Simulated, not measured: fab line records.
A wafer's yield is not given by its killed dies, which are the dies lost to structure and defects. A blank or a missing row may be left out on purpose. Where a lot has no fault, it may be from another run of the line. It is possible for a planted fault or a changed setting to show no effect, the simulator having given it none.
Comparing a struck lot with a sound one :: flow sky130 :: 33 steps out of a route of 708
Sound: the wafers L919.1, L919.4, L919.5. The struck wafers were L916.1, L916.2, L916.5. The cause is given at the end.
For every step that has rows: the tool of each side, followed by ch and its chambers, followed by its first start. Under that, the readings that differ: sound wafers :: struck wafers :: difference of the means :: sigmas: that difference in standard deviations of wafers without a fault.
alike: words and numbers the same on both sides, and readings whose means are apart by under 2 such deviations; not compared: readings that were withheld, readings missing a value for some wafer, numbers with overlapping values and no deviation given by the record, and bounds like >300 which may hide the same value.
A row with sigmas, a row that says differs or no value, or rows on one side alone: a step with any of these is where the two part. When numbers do not overlap yet have no deviation, they are printed without sigmas and do not part them. A reading that every wafer of one side lacks parts them only if that side has two wafers or more.

first, 4 steps without rows for these wafers: SKY_LOCAL_INTERCONNECT_SOFTBAKE_07 (time 90 s); SKY_LOCAL_INTERCONNECT_EXPOSE_08 (exposes mask LI1M, target cd 170 nm); SKY_LOCAL_INTERCONNECT_PEB_09; SKY_LOCAL_INTERCONNECT_DEVELOP_10 (develop time 60 s).
SKY_LOCAL_INTERCONNECT_CD_MEAS_11: the cd target is 170 nm.
  sound on cd sem-01 at day 36 17:07; struck on cd sem-01 at day 35 21:32
  alike: cd nm
SKY_LOCAL_INTERCONNECT_OVL_MEAS_12:
  sound on overlay-01 at day 36 17:14; struck on overlay-01 at day 35 21:40
  alike: LOCAL_INTERCONNECT_OVL
SKY_LOCAL_INTERCONNECT_ETCH_13: etches BARC in N2/H2, stops on SiO2, time 45.9 s, target depth 60 nm.
  sound on rie metal-02 ch 1, day 36 17:16; struck on rie metal-01 ch 0, day 35 21:42
  alike: chamber pressure mTorr, drypump motor current A, oes product au, throttle valve pct
  not compared: rf hours counter h
SKY_LOCAL_INTERCONNECT_METAL_ETCH_14: etches TiN in Cl2/BCl3, stops on PSG, target depth 110 nm, time 31.4 s.
  sound on rie metal-02 ch 1, day 36 17:20; struck on rie metal-01 ch 0, day 35 21:49
  alike: chamber pressure mTorr, drypump motor current A, oes product au, throttle valve pct
  not compared: rf hours counter h
SKY_LOCAL_INTERCONNECT_STRIP_15: strips in O2/N2.
  sound on plasma asher-03 ch 0,1, day 36 17:23; struck on plasma asher-02 ch 0,1, day 35 21:56
  alike: chamber pressure mTorr, drypump motor current A, oes product au, strip time to endpoint s
  not compared: rf hours counter h
then, 3 steps without rows for these wafers: SKY_LOCAL_INTERCONNECT_STRIP_16 (strips in post etch residue remover, time 1200 s); SKY_LOCAL_INTERCONNECT_CLEAN_17 (cleans in IPA, time 180 s); SKY_LOCAL_INTERCONNECT_CLEAN_18 (cleans in O3/DIW).
SKY_CONTACT_CVD_00: deposits Si3N4, target thk 75 nm.
  sound on pecvd-04 ch 0,1,2, day 36 18:00; struck on pecvd-02 ch 1,2, day 35 22:00
  alike: heater power w
SKY_CONTACT_THK_MEAS_01:
  sound on film metro-02 at day 36 18:02; struck on film metro-01 at day 35 22:45
reading: CONTACT_CVD_00_THK (nm)
sound: 74.7 76.3 76.0
struck: 149.0 146.9 152.4
difference: +73.8
sigmas: +78
then, 1 step without rows for these wafers: SKY_CONTACT_HDPCVD_02 (deposits SiO2, target thk 565 nm, time 94.2 s).
SKY_CONTACT_THK_MEAS_03:
  sound on film metro-04 at day 36 18:10; struck on film metro-02 at day 35 22:53
  alike: CONTACT_HDPCVD_THK
SKY_CONTACT_CMP_04: polishes SiO2.
  sound on cmp-02 ch 1,3, day 36 18:22; struck on cmp-01 ch 0,2,3, day 35 22:59
  alike: motor current A, time to endpoint s
SKY_CONTACT_BOW_MEAS_05:
  sound on film metro-02 at day 36 18:40; struck on film metro-04 at day 35 23:14
  alike: CONTACT_BOW
then, 8 steps without rows for these wafers: SKY_CONTACT_DEHYDRATE_06 (time 60 s); SKY_CONTACT_HMDS_07 (prime time 60 s); SKY_CONTACT_COAT_08 (resist thk 60 nm); SKY_CONTACT_COAT_09 (resist thk 450 nm); SKY_CONTACT_SOFTBAKE_10 (time 90 s); SKY_CONTACT_EXPOSE_11 (exposes mask CTM1, target cd 170 nm); SKY_CONTACT_PEB_12; SKY_CONTACT_DEVELOP_13 (develop time 60 s).
SKY_CONTACT_CD_MEAS_14: the cd target is 170 nm.
  sound on cd sem-01 at day 37 21:14; struck on cd sem-01 at day 37 01:01
  alike: cd nm
SKY_CONTACT_OVL_MEAS_15:
  sound on overlay-01 at day 37 21:21; struck on overlay-01 at day 37 01:08
  alike: CONTACT_OVL
then, 2 steps without rows for these wafers: SKY_CONTACT_ETCH_16 (etches BARC in N2/H2, stops on SiO2, time 45.9 s, target depth 60 nm); SKY_CONTACT_ETCH_17 (etches SiO2 in C4F8/O2/Ar, stops on Si3N4, target depth 340 nm).
SKY_CONTACT_ETCH_18: etches Si3N4 in CHF3/O2, stops on TiN, time 39 s, target depth 75 nm.
  sound on rie diel-04 ch 2,3; struck on rie diel-04 ch 0,1,3
reading: oes product au (a.u.)
sound: 0.848 0.863 0.865
struck: 1.004 0.994 1.004
difference: +0.142
sigmas: +18

reading: throttle valve pct (%)
sound: 8.783 8.774 8.811
struck: 8.829 8.838 8.825
difference: +0.041
sigmas: +4

reading: model.etch.depth nm (nm)
sound: 74.7 76.31 75.99
struck: 98.86 97.11 97.65
difference: +22.21
sigmas: 
  alike: chamber pressure mTorr, drypump motor current A
  not compared: rf hours counter h
SKY_CONTACT_STRIP_19: strips in O2/N2.
  sound on plasma asher-04 ch 0,1, day 37 21:31; struck on plasma asher-02 ch 0,1, day 37 01:18
  alike: chamber pressure mTorr, drypump motor current A, oes product au, strip time to endpoint s
  not compared: rf hours counter h
SKY_PAD_OPEN_PROBE_99:
  the record holds rows for the sound wafers here (prober-01, day 50 09:06) but none for the struck ones

== WHERE THEY PART ==
At SKY_CONTACT_THK_MEAS_01 first; at SKY_PAD_OPEN_PROBE_99 last (within this record only).

WHY: the cause the simulator had injected
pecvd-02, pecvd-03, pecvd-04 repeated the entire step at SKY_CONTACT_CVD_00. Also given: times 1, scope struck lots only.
